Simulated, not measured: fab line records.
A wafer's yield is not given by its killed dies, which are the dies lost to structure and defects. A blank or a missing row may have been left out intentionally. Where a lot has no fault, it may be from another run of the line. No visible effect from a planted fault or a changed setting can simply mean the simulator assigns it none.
fab line records / flow sky130
record: lots: 7 wafers: 21 last_day: 50
route steps=708 shown VIA4@660 METAL5@661
lots that met no fault: from a run of the same line without faults
start_h: hours from the record's first day to the start of the lot's first wafer shown / wait_h: hours from the lot's prior step to this one / " the same as in the row above / L1.1+2: a single row standing in for several wafers / - no value, or no start given / * or withheld: withheld / < > ~ a bound
route shown NAME@n: a module of which the file shows steps, and the number in the route of the first / usual: average and standard deviation across the fault-free wafers / same: alike in all rows / chamber/n: place in a boat / sites: each site's reading / _std_site: the values' standard deviation / _edge_site: outer sites' mean less inner sites' / radius_mm: how far each site lies from the wafer's centre / mask NAME#n: copy n / behind: the tool/chamber that last shaped the wafer / hold: reason for holding the lot/hours on hold/outcome of the hold / device: which transistor (n, p or np) failed to switch / end of line: tests of these same wafers at the route's end / a step with no rows: only its recipe / killed: the dies lost at the first sort to structure and to defects; this is not the yield of the wafer / map: a wafer's dies, marking killed ones x, the rest . and places with no die _
set.NAME: the setting that was run; set.NAME@STEP: the one run at that earlier step / model.NAME: the simulator's own value behind a step, which no gauge read
lots at some steps of the route; a table a step, a row a wafer
services: from which hour (start_h, from the record's first day; less than 0 if before it) a tool's chamber was out of use, for how many hours, and why
== steps ==
step: SKY_VIA4_CMP_21
recipe: stop_on: SiO2 t_overpolish_s: 25 down_force_psi: 3.5 platen_rpm: 60 target_thk_nm: 0 pad_velocity_m_s: 0.94248
usual: edge_zone_pressure_frac: 1.001/0.0053 head_pressure_psi: 3.500/0.008 motor_current_A: 10.7/1.1 overpolish_run_s: 25.001/0.0097 time_to_endpoint_s: 112/3.7
lot.wafer=L231.1 tool=cmp-01 chamber=3 start_h=1021.59 wait_h=0.3 edge_zone_pressure_frac=1.004 head_pressure_psi=3.487 motor_current_A=12.3 overpolish_run_s=25.003 time_to_endpoint_s=116
lot.wafer=L231.5 tool=cmp-01 chamber=0 start_h=1021.59 wait_h=0.3 edge_zone_pressure_frac=0.994 head_pressure_psi=3.506 motor_current_A=9.3 overpolish_run_s=25.005 time_to_endpoint_s=111
lot.wafer=L231.6 tool=cmp-01 chamber=1 start_h=1021.59 wait_h=0.3 edge_zone_pressure_frac=0.999 head_pressure_psi=3.504 motor_current_A=11.6 overpolish_run_s=25.007 time_to_endpoint_s=118
lot.wafer=L233.3 tool=cmp-01 chamber=2 start_h=1025.03 wait_h=0.0 edge_zone_pressure_frac=0.998 head_pressure_psi=3.497 motor_current_A=10.2 overpolish_run_s=25.004 time_to_endpoint_s=110
lot.wafer=L233.5 tool=cmp-01 chamber=2 start_h=1025.03 wait_h=0.0 edge_zone_pressure_frac=0.996 head_pressure_psi=3.508 motor_current_A=10.0 overpolish_run_s=25.024 time_to_endpoint_s=113
lot.wafer=L233.6 tool=cmp-01 chamber=3 start_h=1025.03 wait_h=0.0 edge_zone_pressure_frac=0.995 head_pressure_psi=3.488 motor_current_A=12.2 overpolish_run_s=25.006 time_to_endpoint_s=107
lot.wafer=L235.1 tool=cmp-02 chamber=3 start_h=1044.26 wait_h=0.1 edge_zone_pressure_frac=1.003 head_pressure_psi=3.502 motor_current_A=10.7 overpolish_run_s=25.006 time_to_endpoint_s=108
lot.wafer=L235.4 tool=cmp-02 chamber=0 start_h=1044.26 wait_h=0.1 edge_zone_pressure_frac=1.005 head_pressure_psi=3.505 motor_current_A=9.6 overpolish_run_s=25.001 time_to_endpoint_s=109
lot.wafer=L235.6 tool=cmp-02 chamber=2 start_h=1044.26 wait_h=0.1 edge_zone_pressure_frac=1.008 head_pressure_psi=3.503 motor_current_A=10.9 overpolish_run_s=25.011 time_to_endpoint_s=110
lot.wafer=L234.4 tool=cmp-02 chamber=1 start_h=1045.93 wait_h=0.2 edge_zone_pressure_frac=0.999 head_pressure_psi=3.500 motor_current_A=9.7 overpolish_run_s=25.001 time_to_endpoint_s=108
lot.wafer=L234.3 tool=cmp-02 chamber=2 start_h=1045.93 wait_h=0.2 edge_zone_pressure_frac=1.007 head_pressure_psi=3.493 motor_current_A=11.9 overpolish_run_s=25.001 time_to_endpoint_s=108
lot.wafer=L234.6 tool=cmp-02 chamber=1 start_h=1045.93 wait_h=0.2 edge_zone_pressure_frac=0.996 head_pressure_psi=3.490 motor_current_A=10.3 overpolish_run_s=25.000 time_to_endpoint_s=106
lot.wafer=L236.1 tool=cmp-02 chamber=3 start_h=1049.86 wait_h=0.1 edge_zone_pressure_frac=1.017 head_pressure_psi=3.510 motor_current_A=10.7 overpolish_run_s=24.991 time_to_endpoint_s=116
lot.wafer=L236.2 tool=cmp-02 chamber=1 start_h=1049.86 wait_h=0.1 edge_zone_pressure_frac=1.014 head_pressure_psi=3.491 motor_current_A=10.5 overpolish_run_s=25.001 time_to_endpoint_s=113
lot.wafer=L236.6 tool=cmp-02 chamber=3 start_h=1049.86 wait_h=0.1 edge_zone_pressure_frac=1.004 head_pressure_psi=3.508 motor_current_A=10.6 overpolish_run_s=24.999 time_to_endpoint_s=114
lot.wafer=L249.3 tool=cmp-02 chamber=3 start_h=1129.79 wait_h=0.1 edge_zone_pressure_frac=0.993 head_pressure_psi=3.495 motor_current_A=10.1 overpolish_run_s=25.003 time_to_endpoint_s=116
lot.wafer=L249.1 tool=cmp-02 chamber=0 start_h=1129.79 wait_h=0.1 edge_zone_pressure_frac=1.002 head_pressure_psi=3.489 motor_current_A=9.8 overpolish_run_s=25.010 time_to_endpoint_s=109
lot.wafer=L249.5 tool=cmp-02 chamber=3 start_h=1129.79 wait_h=0.1 edge_zone_pressure_frac=1.002 head_pressure_psi=3.497 motor_current_A=10.7 overpolish_run_s=24.985 time_to_endpoint_s=116
lot.wafer=L251.4 tool=cmp-01 chamber=1 start_h=1136.98 wait_h=0.1 edge_zone_pressure_frac=1.004 head_pressure_psi=3.494 motor_current_A=11.6 overpolish_run_s=24.995 time_to_endpoint_s=112
lot.wafer=L251.2 tool=cmp-01 chamber=3 start_h=1136.98 wait_h=0.1 edge_zone_pressure_frac=1.003 head_pressure_psi=3.497 motor_current_A=12.3 overpolish_run_s=24.985 time_to_endpoint_s=109
lot.wafer=L251.6 tool=cmp-01 chamber=1 start_h=1136.98 wait_h=0.1 edge_zone_pressure_frac=1.005 head_pressure_psi=3.479 motor_current_A=11.6 overpolish_run_s=25.012 time_to_endpoint_s=104
step: SKY_METAL5_SPUTTER_00
recipe: material: Ti target_thk_nm: 15 power_w: 3000 time_s: 10 chamber_pressure_pa: 0.4
usual: throttle_valve_pct: 30.3/1.4
lot.wafer=L231.1 tool=pvd_sputter-04 chamber=- start_h=1021.74 wait_h=0.1 throttle_valve_pct=29.5
lot.wafer=L231.5 tool=pvd_sputter-04 chamber=- start_h=1021.74 wait_h=0.1 throttle_valve_pct=31.5
lot.wafer=L231.6 tool=pvd_sputter-04 chamber=- start_h=1021.74 wait_h=0.1 throttle_valve_pct=31.0
lot.wafer=L233.3 tool=pvd_sputter-01 chamber=- start_h=1025.33 wait_h=0.2 throttle_valve_pct=32.0
lot.wafer=L233.5 tool=pvd_sputter-01 chamber=- start_h=1025.33 wait_h=0.2 throttle_valve_pct=31.1
lot.wafer=L233.6 tool=pvd_sputter-01 chamber=- start_h=1025.33 wait_h=0.2 throttle_valve_pct=31.8
lot.wafer=L235.1 tool=pvd_sputter-02 chamber=- start_h=1044.51 wait_h=0.2 throttle_valve_pct=29.9
lot.wafer=L235.4 tool=pvd_sputter-02 chamber=- start_h=1044.51 wait_h=0.2 throttle_valve_pct=29.3
lot.wafer=L235.6 tool=pvd_sputter-02 chamber=- start_h=1044.51 wait_h=0.2 throttle_valve_pct=29.8
lot.wafer=L234.3 tool=pvd_sputter-04 chamber=- start_h=1046.23 wait_h=0.2 throttle_valve_pct=31.8
lot.wafer=L234.4 tool=pvd_sputter-04 chamber=- start_h=1046.23 wait_h=0.2 throttle_valve_pct=31.8
lot.wafer=L234.6 tool=pvd_sputter-04 chamber=- start_h=1046.23 wait_h=0.2 throttle_valve_pct=29.4
lot.wafer=L236.1 tool=pvd_sputter-04 chamber=- start_h=1050.16 wait_h=0.2 throttle_valve_pct=31.8
lot.wafer=L236.2 tool=pvd_sputter-04 chamber=- start_h=1050.16 wait_h=0.2 throttle_valve_pct=31.7
lot.wafer=L236.6 tool=pvd_sputter-04 chamber=- start_h=1050.16 wait_h=0.2 throttle_valve_pct=31.6
lot.wafer=L249.1 tool=pvd_sputter-02 chamber=- start_h=1130.04 wait_h=0.1 throttle_valve_pct=27.1
lot.wafer=L249.3 tool=pvd_sputter-02 chamber=- start_h=1130.04 wait_h=0.1 throttle_valve_pct=29.7
lot.wafer=L249.5 tool=pvd_sputter-02 chamber=- start_h=1130.04 wait_h=0.1 throttle_valve_pct=29.6
lot.wafer=L251.2 tool=pvd_sputter-02 chamber=- start_h=1137.23 wait_h=0.1 throttle_valve_pct=26.8
lot.wafer=L251.4 tool=pvd_sputter-02 chamber=- start_h=1137.23 wait_h=0.1 throttle_valve_pct=30.1
lot.wafer=L251.6 tool=pvd_sputter-02 chamber=- start_h=1137.23 wait_h=0.1 throttle_valve_pct=29.4
step: SKY_METAL5_SPUTTER_01
recipe: material: TiN target_thk_nm: 20 power_w: 6500 time_s: 16.7 chamber_pressure_pa: 0.4
usual: throttle_valve_pct: 30.3/1.4
lot.wafer=L231.1 tool=pvd_sputter-04 chamber=- start_h=1021.76 wait_h=0.0 throttle_valve_pct=29.4
lot.wafer=L231.5 tool=pvd_sputter-04 chamber=- start_h=1021.76 wait_h=0.0 throttle_valve_pct=31.5
lot.wafer=L231.6 tool=pvd_sputter-04 chamber=- start_h=1021.76 wait_h=0.0 throttle_valve_pct=31.3
lot.wafer=L233.3 tool=pvd_sputter-01 chamber=- start_h=1025.35 wait_h=0.0 throttle_valve_pct=31.7
lot.wafer=L233.5 tool=pvd_sputter-01 chamber=- start_h=1025.35 wait_h=0.0 throttle_valve_pct=31.0
lot.wafer=L233.6 tool=pvd_sputter-01 chamber=- start_h=1025.35 wait_h=0.0 throttle_valve_pct=31.8
lot.wafer=L235.1 tool=pvd_sputter-02 chamber=- start_h=1044.53 wait_h=0.0 throttle_valve_pct=29.9
lot.wafer=L235.4 tool=pvd_sputter-02 chamber=- start_h=1044.53 wait_h=0.0 throttle_valve_pct=29.6
lot.wafer=L235.6 tool=pvd_sputter-02 chamber=- start_h=1044.53 wait_h=0.0 throttle_valve_pct=29.5
lot.wafer=L234.3 tool=pvd_sputter-04 chamber=- start_h=1046.25 wait_h=0.0 throttle_valve_pct=31.8
lot.wafer=L234.4 tool=pvd_sputter-04 chamber=- start_h=1046.25 wait_h=0.0 throttle_valve_pct=31.6
lot.wafer=L234.6 tool=pvd_sputter-04 chamber=- start_h=1046.25 wait_h=0.0 throttle_valve_pct=29.5
lot.wafer=L236.1 tool=pvd_sputter-04 chamber=- start_h=1050.19 wait_h=0.0 throttle_valve_pct=31.8
lot.wafer=L236.2 tool=pvd_sputter-04 chamber=- start_h=1050.19 wait_h=0.0 throttle_valve_pct=31.6
lot.wafer=L236.6 tool=pvd_sputter-04 chamber=- start_h=1050.19 wait_h=0.0 throttle_valve_pct=31.7
lot.wafer=L249.1 tool=pvd_sputter-02 chamber=- start_h=1130.06 wait_h=0.0 throttle_valve_pct=27.0
lot.wafer=L249.3 tool=pvd_sputter-02 chamber=- start_h=1130.06 wait_h=0.0 throttle_valve_pct=30.1
lot.wafer=L249.5 tool=pvd_sputter-02 chamber=- start_h=1130.06 wait_h=0.0 throttle_valve_pct=29.7
lot.wafer=L251.2 tool=pvd_sputter-02 chamber=- start_h=1137.25 wait_h=0.0 throttle_valve_pct=27.0
lot.wafer=L251.4 tool=pvd_sputter-02 chamber=- start_h=1137.25 wait_h=0.0 throttle_valve_pct=30.1
lot.wafer=L251.6 tool=pvd_sputter-02 chamber=- start_h=1137.25 wait_h=0.0 throttle_valve_pct=29.3
step: SKY_METAL5_SPUTTER_02
recipe: material: AlCu target_thk_nm: 1150 power_w: 10600 time_s: 61.2 chamber_pressure_pa: 0.4
usual: throttle_valve_pct: 30.3/1.4
lot.wafer=L231.1 tool=pvd_sputter-04 chamber=- start_h=1021.79 wait_h=0.0 throttle_valve_pct=29.6
lot.wafer=L231.5 tool=pvd_sputter-04 chamber=- start_h=1021.79 wait_h=0.0 throttle_valve_pct=31.7
lot.wafer=L231.6 tool=pvd_sputter-04 chamber=- start_h=1021.79 wait_h=0.0 throttle_valve_pct=31.1
lot.wafer=L233.3 tool=pvd_sputter-01 chamber=- start_h=1025.38 wait_h=0.0 throttle_valve_pct=31.8
lot.wafer=L233.5 tool=pvd_sputter-01 chamber=- start_h=1025.38 wait_h=0.0 throttle_valve_pct=30.9
lot.wafer=L233.6 tool=pvd_sputter-01 chamber=- start_h=1025.38 wait_h=0.0 throttle_valve_pct=31.5
lot.wafer=L235.1 tool=pvd_sputter-02 chamber=- start_h=1044.55 wait_h=0.0 throttle_valve_pct=30.1
lot.wafer=L235.4 tool=pvd_sputter-02 chamber=- start_h=1044.55 wait_h=0.0 throttle_valve_pct=29.6
lot.wafer=L235.6 tool=pvd_sputter-02 chamber=- start_h=1044.55 wait_h=0.0 throttle_valve_pct=29.6
lot.wafer=L234.3 tool=pvd_sputter-04 chamber=- start_h=1046.28 wait_h=0.0 throttle_valve_pct=31.1
lot.wafer=L234.4 tool=pvd_sputter-04 chamber=- start_h=1046.28 wait_h=0.0 throttle_valve_pct=31.4
lot.wafer=L234.6 tool=pvd_sputter-04 chamber=- start_h=1046.28 wait_h=0.0 throttle_valve_pct=29.5
lot.wafer=L236.1 tool=pvd_sputter-04 chamber=- start_h=1050.21 wait_h=0.0 throttle_valve_pct=31.5
lot.wafer=L236.2 tool=pvd_sputter-04 chamber=- start_h=1050.21 wait_h=0.0 throttle_valve_pct=31.7
lot.wafer=L236.6 tool=pvd_sputter-04 chamber=- start_h=1050.21 wait_h=0.0 throttle_valve_pct=31.7
lot.wafer=L249.1 tool=pvd_sputter-02 chamber=- start_h=1130.09 wait_h=0.0 throttle_valve_pct=26.9
lot.wafer=L249.3 tool=pvd_sputter-02 chamber=- start_h=1130.09 wait_h=0.0 throttle_valve_pct=30.0
lot.wafer=L249.5 tool=pvd_sputter-02 chamber=- start_h=1130.09 wait_h=0.0 throttle_valve_pct=29.4
lot.wafer=L251.2 tool=pvd_sputter-02 chamber=- start_h=1137.27 wait_h=0.0 throttle_valve_pct=26.6
lot.wafer=L251.4 tool=pvd_sputter-02 chamber=- start_h=1137.27 wait_h=0.0 throttle_valve_pct=30.0
lot.wafer=L251.6 tool=pvd_sputter-02 chamber=- start_h=1137.27 wait_h=0.0 throttle_valve_pct=29.3
step: SKY_METAL5_SPUTTER_03
recipe: material: Ti target_thk_nm: 5 power_w: 3000 time_s: 3.3 chamber_pressure_pa: 0.4
usual: throttle_valve_pct: 30.3/1.4
lot.wafer=L231.1 tool=pvd_sputter-04 chamber=- start_h=1021.84 wait_h=0.0 throttle_valve_pct=29.5
lot.wafer=L231.5 tool=pvd_sputter-04 chamber=- start_h=1021.84 wait_h=0.0 throttle_valve_pct=31.4
lot.wafer=L231.6 tool=pvd_sputter-04 chamber=- start_h=1021.84 wait_h=0.0 throttle_valve_pct=31.1
lot.wafer=L233.3 tool=pvd_sputter-01 chamber=- start_h=1025.43 wait_h=0.0 throttle_valve_pct=31.8
lot.wafer=L233.5 tool=pvd_sputter-01 chamber=- start_h=1025.43 wait_h=0.0 throttle_valve_pct=31.0
lot.wafer=L233.6 tool=pvd_sputter-01 chamber=- start_h=1025.43 wait_h=0.0 throttle_valve_pct=31.8
lot.wafer=L235.1 tool=pvd_sputter-02 chamber=- start_h=1044.60 wait_h=0.0 throttle_valve_pct=30.0
lot.wafer=L235.4 tool=pvd_sputter-02 chamber=- start_h=1044.60 wait_h=0.0 throttle_valve_pct=29.6
lot.wafer=L235.6 tool=pvd_sputter-02 chamber=- start_h=1044.60 wait_h=0.0 throttle_valve_pct=29.9
lot.wafer=L234.3 tool=pvd_sputter-04 chamber=- start_h=1046.33 wait_h=0.0 throttle_valve_pct=31.6
lot.wafer=L234.4 tool=pvd_sputter-04 chamber=- start_h=1046.33 wait_h=0.0 throttle_valve_pct=31.8
lot.wafer=L234.6 tool=pvd_sputter-04 chamber=- start_h=1046.33 wait_h=0.0 throttle_valve_pct=29.7
lot.wafer=L236.1 tool=pvd_sputter-04 chamber=- start_h=1050.26 wait_h=0.0 throttle_valve_pct=31.7
lot.wafer=L236.2 tool=pvd_sputter-04 chamber=- start_h=1050.26 wait_h=0.0 throttle_valve_pct=31.7
lot.wafer=L236.6 tool=pvd_sputter-04 chamber=- start_h=1050.26 wait_h=0.0 throttle_valve_pct=31.4
lot.wafer=L249.1 tool=pvd_sputter-02 chamber=- start_h=1130.14 wait_h=0.0 throttle_valve_pct=27.0
lot.wafer=L249.3 tool=pvd_sputter-02 chamber=- start_h=1130.14 wait_h=0.0 throttle_valve_pct=29.9
lot.wafer=L249.5 tool=pvd_sputter-02 chamber=- start_h=1130.14 wait_h=0.0 throttle_valve_pct=29.4
lot.wafer=L251.2 tool=pvd_sputter-02 chamber=- start_h=1137.32 wait_h=0.0 throttle_valve_pct=26.9
lot.wafer=L251.4 tool=pvd_sputter-02 chamber=- start_h=1137.32 wait_h=0.0 throttle_valve_pct=30.2
lot.wafer=L251.6 tool=pvd_sputter-02 chamber=- start_h=1137.32 wait_h=0.0 throttle_valve_pct=29.5
step: SKY_METAL5_SPUTTER_04
recipe: material: TiN target_thk_nm: 70 power_w: 6500 time_s: 58.3 chamber_pressure_pa: 0.4
step: SKY_METAL5_RS_MEAS_05
recipe: thk_meas_gauge: four-point-probe reads: TiN_of_METAL5_SPUTTER_04+Ti_of_METAL5_SPUTTER_03+AlCu_of_METAL5_SPUTTER_02+TiN_of_METAL5_SPUTTER_01+Ti_of_METAL5_SPUTTER_00
usual: METAL5_ALCU_RS: 0.0271/0.00032
lot.wafer=L231.1 tool=film_metro-03 chamber=- start_h=1021.91 wait_h=0.0 METAL5_ALCU_RS[ohm/sq]=0.0274
lot.wafer=L231.5 tool=film_metro-03 chamber=- start_h=1021.91 wait_h=0.0 METAL5_ALCU_RS[ohm/sq]=0.0274
lot.wafer=L231.6 tool=film_metro-03 chamber=- start_h=1021.91 wait_h=0.0 METAL5_ALCU_RS[ohm/sq]=0.0275
lot.wafer=L233.3 tool=film_metro-03 chamber=- start_h=1025.54 wait_h=0.1 METAL5_ALCU_RS[ohm/sq]=0.0274
lot.wafer=L233.5 tool=film_metro-03 chamber=- start_h=1025.54 wait_h=0.1 METAL5_ALCU_RS[ohm/sq]=0.0275
lot.wafer=L233.6 tool=film_metro-03 chamber=- start_h=1025.54 wait_h=0.1 METAL5_ALCU_RS[ohm/sq]=0.0270
lot.wafer=L235.1 tool=film_metro-03 chamber=- start_h=1044.67 wait_h=0.0 METAL5_ALCU_RS[ohm/sq]=0.0272
lot.wafer=L235.4 tool=film_metro-03 chamber=- start_h=1044.67 wait_h=0.0 METAL5_ALCU_RS[ohm/sq]=0.0271
lot.wafer=L235.6 tool=film_metro-03 chamber=- start_h=1044.67 wait_h=0.0 METAL5_ALCU_RS[ohm/sq]=0.0268
lot.wafer=L234.3 tool=film_metro-02 chamber=- start_h=1046.44 wait_h=0.1 METAL5_ALCU_RS[ohm/sq]=0.0274
lot.wafer=L234.4 tool=film_metro-02 chamber=- start_h=1046.44 wait_h=0.1 METAL5_ALCU_RS[ohm/sq]=0.0274
lot.wafer=L234.6 tool=film_metro-02 chamber=- start_h=1046.44 wait_h=0.1 METAL5_ALCU_RS[ohm/sq]=0.0272
lot.wafer=L236.1 tool=film_metro-02 chamber=- start_h=1050.33 wait_h=0.0 METAL5_ALCU_RS[ohm/sq]=0.0269
lot.wafer=L236.2 tool=film_metro-02 chamber=- start_h=1050.33 wait_h=0.0 METAL5_ALCU_RS[ohm/sq]=0.0269
lot.wafer=L236.6 tool=film_metro-02 chamber=- start_h=1050.33 wait_h=0.0 METAL5_ALCU_RS[ohm/sq]=0.0270
lot.wafer=L249.1 tool=film_metro-03 chamber=- start_h=1130.21 wait_h=0.0 METAL5_ALCU_RS[ohm/sq]=0.0272
lot.wafer=L249.3 tool=film_metro-03 chamber=- start_h=1130.21 wait_h=0.0 METAL5_ALCU_RS[ohm/sq]=0.0273
lot.wafer=L249.5 tool=film_metro-03 chamber=- start_h=1130.21 wait_h=0.0 METAL5_ALCU_RS[ohm/sq]=0.0270
lot.wafer=L251.2 tool=film_metro-03 chamber=- start_h=1137.41 wait_h=0.0 METAL5_ALCU_RS[ohm/sq]=0.0267
lot.wafer=L251.4 tool=film_metro-03 chamber=- start_h=1137.41 wait_h=0.0 METAL5_ALCU_RS[ohm/sq]=0.0270
lot.wafer=L251.6 tool=film_metro-03 chamber=- start_h=1137.41 wait_h=0.0 METAL5_ALCU_RS[ohm/sq]=0.0267
step: SKY_METAL5_THK_MEAS_06
recipe: thk_meas_gauge: xrf reads: AlCu_of_METAL5_SPUTTER_02
usual: METAL5_ALCU_THK: 1158/16
lot.wafer=L231.1 tool=film_metro-03 chamber=- start_h=1022.03 wait_h=0.1 METAL5_ALCU_THK[nm]=1142
lot.wafer=L231.5 tool=film_metro-03 chamber=- start_h=1022.03 wait_h=0.1 METAL5_ALCU_THK[nm]=1135
lot.wafer=L231.6 tool=film_metro-03 chamber=- start_h=1022.03 wait_h=0.1 METAL5_ALCU_THK[nm]=1138
lot.wafer=L233.3 tool=film_metro-03 chamber=- start_h=1025.64 wait_h=0.1 METAL5_ALCU_THK[nm]=1139
lot.wafer=L233.5 tool=film_metro-03 chamber=- start_h=1025.64 wait_h=0.1 METAL5_ALCU_THK[nm]=1133
lot.wafer=L233.6 tool=film_metro-03 chamber=- start_h=1025.64 wait_h=0.1 METAL5_ALCU_THK[nm]=1157
lot.wafer=L235.1 tool=film_metro-03 chamber=- start_h=1044.79 wait_h=0.1 METAL5_ALCU_THK[nm]=1150
lot.wafer=L235.4 tool=film_metro-03 chamber=- start_h=1044.79 wait_h=0.1 METAL5_ALCU_THK[nm]=1150
lot.wafer=L235.6 tool=film_metro-03 chamber=- start_h=1044.79 wait_h=0.1 METAL5_ALCU_THK[nm]=1163
lot.wafer=L234.3 tool=film_metro-02 chamber=- start_h=1046.54 wait_h=0.1 METAL5_ALCU_THK[nm]=1144
lot.wafer=L234.4 tool=film_metro-02 chamber=- start_h=1046.54 wait_h=0.1 METAL5_ALCU_THK[nm]=1142
lot.wafer=L234.6 tool=film_metro-02 chamber=- start_h=1046.54 wait_h=0.1 METAL5_ALCU_THK[nm]=1155
lot.wafer=L236.1 tool=film_metro-02 chamber=- start_h=1050.45 wait_h=0.1 METAL5_ALCU_THK[nm]=1169
lot.wafer=L236.2 tool=film_metro-02 chamber=- start_h=1050.45 wait_h=0.1 METAL5_ALCU_THK[nm]=1165
lot.wafer=L236.6 tool=film_metro-02 chamber=- start_h=1050.45 wait_h=0.1 METAL5_ALCU_THK[nm]=1159
lot.wafer=L249.1 tool=film_metro-03 chamber=- start_h=1130.33 wait_h=0.1 METAL5_ALCU_THK[nm]=1146
lot.wafer=L249.3 tool=film_metro-03 chamber=- start_h=1130.33 wait_h=0.1 METAL5_ALCU_THK[nm]=1139
lot.wafer=L249.5 tool=film_metro-03 chamber=- start_h=1130.33 wait_h=0.1 METAL5_ALCU_THK[nm]=1155
lot.wafer=L251.2 tool=film_metro-03 chamber=- start_h=1137.52 wait_h=0.1 METAL5_ALCU_THK[nm]=1159
lot.wafer=L251.4 tool=film_metro-03 chamber=- start_h=1137.52 wait_h=0.1 METAL5_ALCU_THK[nm]=1152
lot.wafer=L251.6 tool=film_metro-03 chamber=- start_h=1137.52 wait_h=0.1 METAL5_ALCU_THK[nm]=1171
step: SKY_METAL5_DEHYDRATE_07
recipe: temp_c: 200 time_s: 60
step: SKY_METAL5_HMDS_08
recipe: prime_time_s: 60 prime_temp_c: 120
step: SKY_METAL5_COAT_09
recipe: resist: NOVOLAK spin_rpm: 3000 resist_thk_nm: 1800
step: SKY_METAL5_SOFTBAKE_10
recipe: temp_c: 90 time_s: 60 resist: NOVOLAK
step: SKY_METAL5_EXPOSE_11
recipe: mask_id: MM5 na: 0.6 source_shape: conventional sigma_outer: 0.6 polarization: unpolarized target_cd_nm: 1600 dose_mj: 190
usual: exposure_dose_mJ_cm2: 190.00/0.18 focus_offset_nm: -0.1/0.59
lot.wafer=L231.1 tool=iline_stepper-01 chamber=0 start_h=1033.08 wait_h=- mask=MM5#0 exposure_dose_mJ_cm2=189.61 focus_offset_nm=-0.3
lot.wafer=L231.5 tool=iline_stepper-01 chamber=0 start_h=1033.08 wait_h=- mask=MM5#0 exposure_dose_mJ_cm2=189.78 focus_offset_nm=0.4
lot.wafer=L231.6 tool=iline_stepper-01 chamber=0 start_h=1033.08 wait_h=- mask=MM5#0 exposure_dose_mJ_cm2=189.97 focus_offset_nm=0.7
lot.wafer=L233.3 tool=iline_stepper-01 chamber=- start_h=1037.23 wait_h=- mask=MM5#0 exposure_dose_mJ_cm2=- focus_offset_nm=-
lot.wafer=L233.5 tool=iline_stepper-01 chamber=- start_h=1037.23 wait_h=- mask=MM5#0 exposure_dose_mJ_cm2=- focus_offset_nm=-
lot.wafer=L233.6 tool=iline_stepper-01 chamber=- start_h=1037.23 wait_h=- mask=MM5#0 exposure_dose_mJ_cm2=- focus_offset_nm=-
lot.wafer=L235.1 tool=iline_stepper-01 chamber=- start_h=1055.38 wait_h=- mask=MM5#0 exposure_dose_mJ_cm2=- focus_offset_nm=-
lot.wafer=L235.4 tool=iline_stepper-01 chamber=- start_h=1055.38 wait_h=- mask=MM5#0 exposure_dose_mJ_cm2=- focus_offset_nm=-
lot.wafer=L235.6 tool=iline_stepper-01 chamber=- start_h=1055.38 wait_h=- mask=MM5#0 exposure_dose_mJ_cm2=- focus_offset_nm=-
lot.wafer=L234.3 tool=iline_stepper-01 chamber=- start_h=1057.86 wait_h=- mask=MM5#0 exposure_dose_mJ_cm2=- focus_offset_nm=-
lot.wafer=L234.4 tool=iline_stepper-01 chamber=- start_h=1057.86 wait_h=- mask=MM5#0 exposure_dose_mJ_cm2=- focus_offset_nm=-
lot.wafer=L234.6 tool=iline_stepper-01 chamber=- start_h=1057.86 wait_h=- mask=MM5#0 exposure_dose_mJ_cm2=- focus_offset_nm=-
lot.wafer=L236.1 tool=iline_stepper-02 chamber=0 start_h=1062.31 wait_h=- mask=MM5#0 exposure_dose_mJ_cm2=189.88 focus_offset_nm=0.1
lot.wafer=L236.2 tool=iline_stepper-02 chamber=0 start_h=1062.31 wait_h=- mask=MM5#0 exposure_dose_mJ_cm2=190.20 focus_offset_nm=0.4
lot.wafer=L236.6 tool=iline_stepper-02 chamber=0 start_h=1062.31 wait_h=- mask=MM5#0 exposure_dose_mJ_cm2=189.93 focus_offset_nm=-0.1
lot.wafer=L249.1 tool=iline_stepper-01 chamber=0 start_h=1139.29 wait_h=- mask=MM5#0 exposure_dose_mJ_cm2=189.94 focus_offset_nm=0.0
lot.wafer=L249.3 tool=iline_stepper-01 chamber=0 start_h=1139.29 wait_h=- mask=MM5#0 exposure_dose_mJ_cm2=189.75 focus_offset_nm=-0.2
lot.wafer=L249.5 tool=iline_stepper-01 chamber=0 start_h=1139.29 wait_h=- mask=MM5#0 exposure_dose_mJ_cm2=189.79 focus_offset_nm=0.1
lot.wafer=L251.2 tool=iline_stepper-02 chamber=0 start_h=1146.76 wait_h=- mask=MM5#0 exposure_dose_mJ_cm2=189.93 focus_offset_nm=1.1
lot.wafer=L251.4 tool=iline_stepper-02 chamber=0 start_h=1146.76 wait_h=- mask=MM5#0 exposure_dose_mJ_cm2=190.39 focus_offset_nm=-0.1
lot.wafer=L251.6 tool=iline_stepper-02 chamber=0 start_h=1146.76 wait_h=- mask=MM5#0 exposure_dose_mJ_cm2=190.15 focus_offset_nm=0.3
step: SKY_METAL5_PEB_12
recipe: temp_c: withheld time_s: * resist: NOVOLAK
== services ==
tool=cmp-02 chamber=- start_h=1004.01 hours=5.1 kind=pm
tool=cmp-02 chamber=- start_h=1028.41 hours=0.8 kind=repair
tool=cmp-01 chamber=- start_h=1034.17 hours=7.4 kind=repair
tool=pvd_sputter-04 chamber=- start_h=1035.10 hours=1.0 kind=repair
tool=cmp-01 chamber=- start_h=1067.83 hours=1.2 kind=repair
tool=pvd_sputter-01 chamber=- start_h=1093.33 hours=9.9 kind=repair
tool=cmp-02 chamber=- start_h=1116.52 hours=4.0 kind=pm
tool=cmp-02 chamber=- start_h=1120.52 hours=- kind=consumable_replace:conditioner
tool=cmp-02 chamber=- start_h=1120.52 hours=- kind=consumable_replace:pad
tool=cmp-01 chamber=- start_h=1120.98 hours=1.0 kind=repair
tool=iline_stepper-02 chamber=- start_h=1124.24 hours=1.7 kind=pm
== key ==
first_sign: step: SKY_METAL5_EXPOSE_11 reading: tool_record direction: missing
effect none on later readings
met_at SKY_METAL5_EXPOSE_11
struck_wafers L233.3,L233.5,L233.6,L234.3,L234.4,L234.6,L235.1,L235.4,L235.6
later_rows_left_out L233.3,L233.5,L233.6,L234.3,L234.4,L234.6,L235.1,L235.4,L235.6
sort_left_out L233.3,L233.5,L233.6,L234.3,L234.4,L234.6,L235.1,L235.4,L235.6
onset_between 1033.08 1037.23
fault: kind: skipped_step_whole tool: iline_stepper-01 chamber: - onset_h: 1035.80 steps: SKY_METAL5_EXPOSE_11 scope: struck_lots_only
sort_left_out: the simulated sort isn't trusted on such a fault, so these wafers' sort isn't shown, and their yield isn't known
later_rows_left_out: the simulator's readings of these wafers behind a module that went badly wrong aren't trusted and aren't shown, but for the sort
